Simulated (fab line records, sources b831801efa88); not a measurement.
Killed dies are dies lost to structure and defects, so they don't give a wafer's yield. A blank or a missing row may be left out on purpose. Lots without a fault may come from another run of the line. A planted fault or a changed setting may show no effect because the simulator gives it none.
Which tool did it? | flow sky130 | 13 lots, 39 wafers sampled, at 4 steps of a route of 708

WHAT THE GAUGES READ, wafer by wafer
SKY_VIA3_RS_MEAS_22: measures by four-point-probe. Usual: VIA3_W_RS 0.2943 ohm/sq, standard deviation 0.003.
lot  | measured     | on            | VIA3_W_RS (ohm/sq)   | flag
L204 | day 39 10:18 | film_metro-02 | 0.2919 0.2877 0.2935 |
L205 | day 39 15:56 | film_metro-01 | 0.2980 0.2979 0.2981 |
L206 | day 40 07:46 | film_metro-04 | 0.2956 0.2965 0.3013 |
L207 | day 40 13:54 | film_metro-01 | 0.2954 0.2932 0.2900 |
L208 | day 40 21:41 | film_metro-04 | 0.2945 0.2920 0.2941 |
L210 | day 41 15:49 | film_metro-04 | 0.2931 0.2904 0.2953 |
L215 | day 42 22:01 | film_metro-04 | 0.2935 0.2918 0.2913 |
L219 | day 43 21:49 | film_metro-04 | 0.2940 0.2946 0.2943 |
L220 | day 44 07:25 | film_metro-02 | 0.2937 0.2970 0.2911 |
L222 | day 44 17:23 | film_metro-02 | 0.2956 0.2983 0.2935 |
L223 | day 44 23:19 | film_metro-01 | 0.2912 0.2929 0.2951 |
L225 | day 45 11:17 | film_metro-02 | 0.2969 0.2946 0.2973 |
L227 | day 45 19:32 | film_metro-01 | 0.2992 0.2947 0.2981 |

SKY_METAL4_CD_MEAS_13: target cd 300 nm. Usual: cd_nm 300.2 nm, standard deviation 1.3.
lot  | measured     | on        | cd_nm (nm)        | flag
L204 | day 41 12:13 | cd_sem-01 | 300.3 300.9 302.2 |
L205 | day 41 18:03 | cd_sem-02 | 300.1 300.9 301.2 |
L206 | day 42 09:50 | cd_sem-01 | 299.1 299.5 299.9 |
L207 | day 42 15:48 | cd_sem-01 | 300.0 300.5 300.7 |
L208 | day 42 23:14 | cd_sem-01 | 302.2 301.8 300.6 |
L210 | day 43 16:57 | cd_sem-01 | 300.2 299.7 299.2 |
L215 | day 44 20:27 | cd_sem-01 | 300.1 300.5 301.2 |
L219 | day 45 18:46 | cd_sem-01 | 300.4 300.3 301.8 |
L220 | day 46 03:27 | cd_sem-01 | 297.5 298.4 297.9 |
L222 | day 46 12:37 | cd_sem-02 | 298.0 299.0 299.3 |
L223 | day 46 17:44 | cd_sem-01 | 300.5 302.1 301.6 |
L225 | day 47 06:00 | cd_sem-02 | 301.4 303.2 300.6 |
L227 | day 47 14:07 | cd_sem-02 | 300.8 301.0 299.8 |

WHICH TOOL RAN EACH LOT (tool, then ch and the chambers of the sampled wafers, then the start)
lot  | SKY_LI_CONTACT_STRIP_16              | SKY_CAP2M_CVD_00
L204 | plasma_asher-03 ch 1, day 28 22:53   | pecvd-03 ch 0,1, day 39 10:56
L205 | plasma_asher-03 ch 0,1, day 29 05:38 | pecvd-04 ch 0,2, day 39 16:34
L206 | plasma_asher-03 ch 0,1, day 29 22:38 | pecvd-03 ch 1,2, day 40 08:23
L207 | plasma_asher-03 ch 0,1, day 30 05:02 | pecvd-04 ch 0,1,2, day 40 14:32
L208 | plasma_asher-03 ch 0,1, day 30 14:14 | pecvd-04 ch 0,2, day 40 22:17
L210 | plasma_asher-04 ch 0,1, day 31 11:22 | pecvd-04 ch 1,2, day 41 16:37
L215 | plasma_asher-03 ch 0,1, day 32 21:22 | pecvd-02 ch 0,2, day 42 22:40
L219 | plasma_asher-04 ch 0,1, day 33 22:44 | pecvd-02 ch 0,1,2, day 43 22:27
L220 | plasma_asher-04 ch 0,1, day 34 09:17 | pecvd-04 ch 0,2, day 44 08:03
L222 | plasma_asher-03 ch 0,1, day 34 23:00 | pecvd-03 ch 1,2, day 44 18:01
L223 | plasma_asher-03 ch 0, day 35 05:20   | pecvd-04 ch 0,2, day 44 23:56
L225 | plasma_asher-01 ch 0,1, day 35 19:12 | pecvd-04 ch 0, day 45 11:55
L227 | plasma_asher-01 ch 0,1, day 36 05:53 | pecvd-03 ch 0,1,2, day 45 20:19
- SKY_LI_CONTACT_STRIP_16: strips in O2/N2.
- SKY_CAP2M_CVD_00: deposits SiO2, target thk 15.5 nm.

WHAT THE TOOLS THEMSELVES READ (means of the sampled wafers that have a number; where no wafer has one, the mark that the record gives instead)
SKY_LI_CONTACT_STRIP_16. Usual: drypump_motor_current_A 5.5 A, standard deviation 0.56; oes_product_au 0.375 a.u., standard deviation 0.0052; strip_time_to_endpoint_s 3.492 s, standard deviation 0.023.
lot  | tool            | drypump_motor_current_A (A) | oes_product_au (a.u.) | strip_time_to_endpoint_s (s) | flag
L204 | plasma_asher-03 | 4.6                         | 0.381                 | 3.524                        |
L205 | plasma_asher-03 | 5.4                         | 0.377                 | 3.469                        |
L206 | plasma_asher-03 | 5.4                         | 0.377                 | 3.490                        |
L207 | plasma_asher-03 | 5.4                         | 0.371                 | 3.494                        |
L208 | plasma_asher-03 | 5.0                         | 0.374                 | 3.474                        |
L210 | plasma_asher-04 | 5.8                         | 0.380                 | 3.481                        |
L215 | plasma_asher-03 | 5.0                         | 0.380                 | 3.510                        |
L219 | plasma_asher-04 | 5.7                         | 0.377                 | 3.484                        |
L220 | plasma_asher-04 | 6.0                         | 0.375                 | 3.475                        |
L222 | plasma_asher-03 | 5.0                         | 0.376                 | 3.478                        |
L223 | plasma_asher-03 | 5.7                         | 0.375                 | 3.504                        |
L225 | plasma_asher-01 | 5.3                         | 0.378                 | 3.497                        |
L227 | plasma_asher-01 | 5.3                         | 0.379                 | 3.453                        |

SKY_CAP2M_CVD_00. Usual: heater_power_w 713 W, standard deviation 84.
lot  | tool     | heater_power_w (W) | flag
L204 | pecvd-03 | 803                |
L205 | pecvd-04 | 704                |
L206 | pecvd-03 | 731                |
L207 | pecvd-04 | 756                |
L208 | pecvd-04 | 699                |
L210 | pecvd-04 | 806                |
L215 | pecvd-02 | 690                |
L219 | pecvd-02 | 747                |
L220 | pecvd-04 | 783                |
L222 | pecvd-03 | 700                |
L223 | pecvd-04 | 735                |
L225 | pecvd-04 | 623                |
L227 | pecvd-03 | 694                |

THE ANSWER, worked out from the rows above alone
Rule: a lot is off if the mean of its wafers that have a number lies more than 3 standard deviations from the usual mean. A lot without any number at a reading at which 4 lots or more have one is off too. The other lots that the step has rows for count as sound. The gauges are gone through in route order, then the tools' own readings, and for those a lot's mean is taken as printed above. The first step at which some lot is off is used, and at that step the reading that is off furthest; a lot without a number counts as furthest.
No lot is off at any reading shown: from this, nothing can be told.

WHAT THE SIMULATOR HAD PUT IN
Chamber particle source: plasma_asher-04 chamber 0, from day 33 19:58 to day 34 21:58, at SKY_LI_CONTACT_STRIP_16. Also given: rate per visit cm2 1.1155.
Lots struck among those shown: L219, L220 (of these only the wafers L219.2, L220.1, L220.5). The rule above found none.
